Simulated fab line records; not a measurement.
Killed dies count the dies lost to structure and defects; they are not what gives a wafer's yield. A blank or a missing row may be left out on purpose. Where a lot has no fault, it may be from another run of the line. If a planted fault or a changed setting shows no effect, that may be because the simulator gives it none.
Which tool is to blame? :: flow sky130 :: 13 lots with 39 wafers sampled at 2 steps, on a route of 708 steps

## WHAT THE GAUGES SHOWED, per wafer
SKY_NWELL_RS_MEAS_29: measures by four-point-probe. Usual: for NWELL_RS the level is 627.3 ohm/sq and the standard deviation is 1.8.
lot: L646
measured: day 5 04:31
on: film metro-01
NWELL_RS (ohm/sq): 626.1 625.5 627.0
flag: 

lot: L647
measured: day 5 09:42
on: film metro-01
NWELL_RS (ohm/sq): 628.6 628.3 630.6
flag: 

lot: L648
measured: day 5 20:14
on: film metro-01
NWELL_RS (ohm/sq): 625.2 624.9 627.2
flag: 

lot: L649
measured: day 6 02:28
on: film metro-01
NWELL_RS (ohm/sq): 627.1 624.7 625.2
flag: 

lot: L651
measured: day 6 12:15
on: film metro-03
NWELL_RS (ohm/sq): 626.6 626.7 626.9
flag: 

lot: L652
measured: day 6 21:05
on: film metro-03
NWELL_RS (ohm/sq): 628.1 627.0 626.4
flag: 

lot: L653
measured: day 7 05:28
on: film metro-02
NWELL_RS (ohm/sq): 627.4 625.9 626.7
flag: 

lot: L654
measured: day 7 09:23
on: film metro-03
NWELL_RS (ohm/sq): 627.0 626.9 625.7
flag: 

lot: L661
measured: day 9 02:19
on: film metro-01
NWELL_RS (ohm/sq): 629.7 628.4 629.0
flag: 

lot: L664
measured: day 9 17:56
on: film metro-01
NWELL_RS (ohm/sq): 625.6 627.5 625.4
flag: 

lot: L667
measured: day 10 13:29
on: film metro-02
NWELL_RS (ohm/sq): 625.6 626.0 628.0
flag: 

lot: L668
measured: day 10 22:17
on: film metro-03
NWELL_RS (ohm/sq): 626.9 626.4 627.2
flag: 

lot: L669
measured: day 11 04:46
on: film metro-02
NWELL_RS (ohm/sq): 625.2 627.0 625.6
flag: 

SKY_VT_ADJUST_HVTP_OVL_MEAS_08. Usual: for VT_ADJUST_HVTP_OVL the level is 0.7 nm and the standard deviation is 1.3.
lot: L646
measured: day 5 22:35
on: overlay-01
VT_ADJUST_HVTP_OVL (nm): 1.0 1.1 -0.3
flag: 

lot: L647
measured: day 6 04:08
on: overlay-01
VT_ADJUST_HVTP_OVL (nm): 0.2 1.4 0.6
flag: 

lot: L648
measured: day 6 15:08
on: overlay-02
VT_ADJUST_HVTP_OVL (nm): -0.3 0.4 0.8
flag: 

lot: L649
measured: day 6 21:32
on: overlay-02
VT_ADJUST_HVTP_OVL (nm): 2.4 1.2 2.3
flag: 

lot: L651
measured: day 7 08:22
on: overlay-01
VT_ADJUST_HVTP_OVL (nm): 1.9 1.7 0.0
flag: 

lot: L652
measured: day 7 17:38
on: overlay-02
VT_ADJUST_HVTP_OVL (nm): 2.6 2.4 1.9
flag: 

lot: L653
measured: day 8 01:16
on: overlay-01
VT_ADJUST_HVTP_OVL (nm): -1.1 -0.2 0.0
flag: 

lot: L654
measured: day 8 05:35
on: overlay-02
VT_ADJUST_HVTP_OVL (nm): -0.4 1.1 0.3
flag: 

lot: L661
measured: day 9 23:28
on: overlay-01
VT_ADJUST_HVTP_OVL (nm): 0.0 -0.8 -0.5
flag: 

lot: L664
measured: day 10 17:26
on: overlay-01
VT_ADJUST_HVTP_OVL (nm): 1.7 0.8 0.0
flag: 

lot: L667
measured: day 11 13:35
on: overlay-02
VT_ADJUST_HVTP_OVL (nm): 1.2 1.8 0.3
flag: 

lot: L668
measured: day 11 22:04
on: overlay-02
VT_ADJUST_HVTP_OVL (nm): -1.7 -1.0 0.2
flag: 

lot: L669
measured: day 12 05:02
on: overlay-02
VT_ADJUST_HVTP_OVL (nm): 2.1 2.1 0.5
flag: 

## WHAT TOOL EACH LOT RAN ON (gives the tool, then ch and the chambers of the sampled wafers, and finally the start)
Record: no process step prior to these readings.

## WHAT THE TOOLS THEMSELVES READ (means of the sampled wafers that have a number; where no wafer has one, the mark that the record gives instead)
The record holds no such reading with a usual standard deviation.

## THE ANSWER, worked out from the rows above alone
Rule: a lot counts as off when the mean over its wafers that have a number is more than 3 standard deviations away from the usual mean. Also off: a lot with no number at a reading for which 4 or more lots have one. Any other lot the step has rows for is counted as sound. The gauges are gone through in route order, then the tools' own readings, and for those a lot's mean is taken as printed above. At the first step where some lot is off, the reading lying furthest off is the one used; lots without a number count as furthest.
No lot is off on any of the readings shown, so nothing can be concluded from this.

## WHAT THE SIMULATOR PUT IN
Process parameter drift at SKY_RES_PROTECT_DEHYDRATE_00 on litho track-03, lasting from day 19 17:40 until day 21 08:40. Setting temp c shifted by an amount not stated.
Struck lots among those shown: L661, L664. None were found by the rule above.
